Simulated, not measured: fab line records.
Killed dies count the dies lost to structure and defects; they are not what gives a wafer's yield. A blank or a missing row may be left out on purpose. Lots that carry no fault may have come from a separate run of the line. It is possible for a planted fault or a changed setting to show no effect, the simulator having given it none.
Which tool is to blame? || flow gf180mcu || 13 lots with 39 wafers sampled at 3 steps, on a route of 602 steps

== WHAT THE GAUGES SHOWED, per wafer ==
GF_V1_THK_MEAS_03. Usual: V1_CVD_02_THK typically reads 851 nm, with standard deviation 10.
{"lot": "L973", "measured": "day 17 18:53", "on": "filmMetro-04", "V1_CVD_02_THK (nm)": "843 859 842", "flag": ""}
{"lot": "L975", "measured": "day 19 03:28", "on": "filmMetro-01", "V1_CVD_02_THK (nm)": "838 850 852", "flag": ""}
{"lot": "L977", "measured": "day 20 00:36", "on": "filmMetro-01", "V1_CVD_02_THK (nm)": "835 849 850", "flag": ""}
{"lot": "L978", "measured": "day 19 18:47", "on": "filmMetro-03", "V1_CVD_02_THK (nm)": "828 839 847", "flag": ""}
{"lot": "L979", "measured": "day 20 12:26", "on": "filmMetro-01", "V1_CVD_02_THK (nm)": "855 856 856", "flag": ""}
{"lot": "L982", "measured": "day 21 14:20", "on": "filmMetro-03", "V1_CVD_02_THK (nm)": "861 854 875", "flag": ""}
{"lot": "L986", "measured": "day 22 19:08", "on": "filmMetro-04", "V1_CVD_02_THK (nm)": "840 840 848", "flag": ""}
{"lot": "L987", "measured": "day 23 02:17", "on": "filmMetro-03", "V1_CVD_02_THK (nm)": "859 851 865", "flag": ""}
{"lot": "L988", "measured": "day 23 12:58", "on": "filmMetro-04", "V1_CVD_02_THK (nm)": "863 852 848", "flag": ""}
{"lot": "L991", "measured": "day 24 10:53", "on": "filmMetro-04", "V1_CVD_02_THK (nm)": "848 840 857", "flag": ""}
{"lot": "L992", "measured": "day 24 11:32", "on": "filmMetro-01", "V1_CVD_02_THK (nm)": "835 849 856", "flag": ""}
{"lot": "L993", "measured": "day 24 22:19", "on": "filmMetro-03", "V1_CVD_02_THK (nm)": "849 849 848", "flag": ""}
{"lot": "L994", "measured": "day 25 05:33", "on": "filmMetro-03", "V1_CVD_02_THK (nm)": "853 841 857", "flag": ""}

== WHAT TOOL EACH LOT RAN ON (gives the tool, then ch and the chambers of the sampled wafers, and finally the start) ==
{"lot": "L973", "GF_VT_IMPLANT_COAT_13": "lithoTrack-01 ch 0, day 6 09:23", "GF_VT_IMPLANT_STRIP_20": "plasmaAsher-03 ch 0,1, day 6 17:12"}
{"lot": "L975", "GF_VT_IMPLANT_COAT_13": "lithoTrack-04 ch 0, day 6 22:29", "GF_VT_IMPLANT_STRIP_20": "plasmaAsher-04 ch 0,1, day 7 06:13"}
{"lot": "L977", "GF_VT_IMPLANT_COAT_13": "lithoTrack-01 ch 0, day 7 13:14", "GF_VT_IMPLANT_STRIP_20": "plasmaAsher-04 ch 0,1, day 7 21:42"}
{"lot": "L978", "GF_VT_IMPLANT_COAT_13": "lithoTrack-02 ch 0, day 7 18:20", "GF_VT_IMPLANT_STRIP_20": "plasmaAsher-03 ch 0,1, day 8 02:52"}
{"lot": "L979", "GF_VT_IMPLANT_COAT_13": "lithoTrack-04 ch 0, day 8 00:26", "GF_VT_IMPLANT_STRIP_20": "plasmaAsher-04 ch 0,1, day 8 08:43"}
{"lot": "L982", "GF_VT_IMPLANT_COAT_13": "lithoTrack-01 ch 0, day 8 20:54", "GF_VT_IMPLANT_STRIP_20": "plasmaAsher-02 ch 0,1, day 9 05:58"}
{"lot": "L986", "GF_VT_IMPLANT_COAT_13": "lithoTrack-04 ch 0, day 9 23:36", "GF_VT_IMPLANT_STRIP_20": "plasmaAsher-02 ch 1, day 10 08:29"}
{"lot": "L987", "GF_VT_IMPLANT_COAT_13": "lithoTrack-01 ch 0, day 10 01:26", "GF_VT_IMPLANT_STRIP_20": "plasmaAsher-03 ch 0,1, day 10 10:28"}
{"lot": "L988", "GF_VT_IMPLANT_COAT_13": "lithoTrack-01 ch 0, day 10 10:32", "GF_VT_IMPLANT_STRIP_20": "plasmaAsher-02 ch 0,1, day 10 19:00"}
{"lot": "L991", "GF_VT_IMPLANT_COAT_13": "lithoTrack-02 ch 0, day 11 03:08", "GF_VT_IMPLANT_STRIP_20": "plasmaAsher-02 ch 0,1, day 11 12:55"}
{"lot": "L992", "GF_VT_IMPLANT_COAT_13": "lithoTrack-04 ch 0, day 11 07:01", "GF_VT_IMPLANT_STRIP_20": "plasmaAsher-03 ch 0,1, day 11 16:19"}
{"lot": "L993", "GF_VT_IMPLANT_COAT_13": "lithoTrack-04 ch 0, day 11 17:12", "GF_VT_IMPLANT_STRIP_20": "plasmaAsher-02 ch 0,1, day 12 02:24"}
{"lot": "L994", "GF_VT_IMPLANT_COAT_13": "lithoTrack-02 ch 0, day 11 20:44", "GF_VT_IMPLANT_STRIP_20": "plasmaAsher-03 ch 0,1, day 12 06:31"}
- GF_VT_IMPLANT_COAT_13: resist thk 1000 nm.
- GF_VT_IMPLANT_STRIP_20: strips in O2/N2.

== AS READ BY THE TOOLS THEMSELVES (means over the sampled wafers that have a number; for cases with no such wafer, the mark the record gives instead) ==
GF_VT_IMPLANT_STRIP_20. Usual: drypumpMotorCurrentA 5.6 A, standard deviation 0.47; heaterPowerW 323 W, standard deviation 13; oesProductAu 0.715 a.u., standard deviation 0.0043; platenTempC 249.99 C, standard deviation 0.18; stripTimeToEndpointS 12.67 s, standard deviation 0.037.
{"lot": "L973", "tool": "plasmaAsher-03", "drypumpMotorCurrentA (A)": 5.7, "heaterPowerW (W)": 330, "oesProductAu (a.u.)": 0.717, "platenTempC (C)": 249.91, "stripTimeToEndpointS (s)": 12.62, "flag": ""}
{"lot": "L975", "tool": "plasmaAsher-04", "drypumpMotorCurrentA (A)": 5.2, "heaterPowerW (W)": 315, "oesProductAu (a.u.)": 0.718, "platenTempC (C)": 250.14, "stripTimeToEndpointS (s)": 12.69, "flag": ""}
{"lot": "L977", "tool": "plasmaAsher-04", "drypumpMotorCurrentA (A)": 5.2, "heaterPowerW (W)": 320, "oesProductAu (a.u.)": 0.716, "platenTempC (C)": 249.99, "stripTimeToEndpointS (s)": 12.69, "flag": ""}
{"lot": "L978", "tool": "plasmaAsher-03", "drypumpMotorCurrentA (A)": 5.8, "heaterPowerW (W)": 336, "oesProductAu (a.u.)": 0.716, "platenTempC (C)": 249.99, "stripTimeToEndpointS (s)": 12.70, "flag": ""}
{"lot": "L979", "tool": "plasmaAsher-04", "drypumpMotorCurrentA (A)": 5.2, "heaterPowerW (W)": 319, "oesProductAu (a.u.)": 0.718, "platenTempC (C)": 249.92, "stripTimeToEndpointS (s)": 12.67, "flag": ""}
{"lot": "L982", "tool": "plasmaAsher-02", "drypumpMotorCurrentA (A)": 5.4, "heaterPowerW (W)": 316, "oesProductAu (a.u.)": 0.713, "platenTempC (C)": 249.93, "stripTimeToEndpointS (s)": 12.68, "flag": ""}
{"lot": "L986", "tool": "plasmaAsher-02", "drypumpMotorCurrentA (A)": 5.9, "heaterPowerW (W)": 311, "oesProductAu (a.u.)": 0.711, "platenTempC (C)": 249.93, "stripTimeToEndpointS (s)": 12.65, "flag": ""}
{"lot": "L987", "tool": "plasmaAsher-03", "drypumpMotorCurrentA (A)": 5.7, "heaterPowerW (W)": 331, "oesProductAu (a.u.)": 0.717, "platenTempC (C)": 250.25, "stripTimeToEndpointS (s)": 13.01, "flag": "OFF"}
{"lot": "L988", "tool": "plasmaAsher-02", "drypumpMotorCurrentA (A)": 5.7, "heaterPowerW (W)": 315, "oesProductAu (a.u.)": 0.715, "platenTempC (C)": 249.91, "stripTimeToEndpointS (s)": 12.93, "flag": "OFF"}
{"lot": "L991", "tool": "plasmaAsher-02", "drypumpMotorCurrentA (A)": 5.7, "heaterPowerW (W)": 316, "oesProductAu (a.u.)": 0.718, "platenTempC (C)": 249.81, "stripTimeToEndpointS (s)": 12.62, "flag": ""}
{"lot": "L992", "tool": "plasmaAsher-03", "drypumpMotorCurrentA (A)": 5.7, "heaterPowerW (W)": 330, "oesProductAu (a.u.)": 0.716, "platenTempC (C)": 250.04, "stripTimeToEndpointS (s)": 12.74, "flag": ""}
{"lot": "L993", "tool": "plasmaAsher-02", "drypumpMotorCurrentA (A)": 5.7, "heaterPowerW (W)": 315, "oesProductAu (a.u.)": 0.715, "platenTempC (C)": 249.99, "stripTimeToEndpointS (s)": 12.68, "flag": ""}
{"lot": "L994", "tool": "plasmaAsher-03", "drypumpMotorCurrentA (A)": 5.7, "heaterPowerW (W)": 327, "oesProductAu (a.u.)": 0.716, "platenTempC (C)": 250.08, "stripTimeToEndpointS (s)": 12.58, "flag": ""}

== THE ANSWER, worked out from the rows above alone ==
Rule: a lot counts as off when the mean over its wafers that have a number is more than 3 standard deviations away from the usual mean. A lot without any number at a reading at which 4 lots or more have one is off too. All remaining lots with rows at the step are treated as sound. The gauges are gone through in route order, then the tools' own readings, and for those a lot's mean is taken as printed above. At the first step where some lot is off, the reading lying furthest off is the one used; lots without a number count as furthest.
Off: L987, L988, at GF_VT_IMPLANT_STRIP_20 (stripTimeToEndpointS).
If a tool, at that step or one of the process steps before it, ran each lot that is off and ran no sound lot following the first of them, it fits. One candidate fits, namely lithoTrack-01 at GF_VT_IMPLANT_COAT_13. Its last sound lot is L982 (day 8 20:54), its first lot that is off L987 (day 10 01:26): a fault that began between those two fits.

== WHAT THE SIMULATOR HAD PUT IN ==
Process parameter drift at GF_VT_IMPLANT_COAT_13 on lithoTrack-01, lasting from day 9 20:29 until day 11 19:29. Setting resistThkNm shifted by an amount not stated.
Lots struck among those shown: L987, L988. The same result came from the rule above.
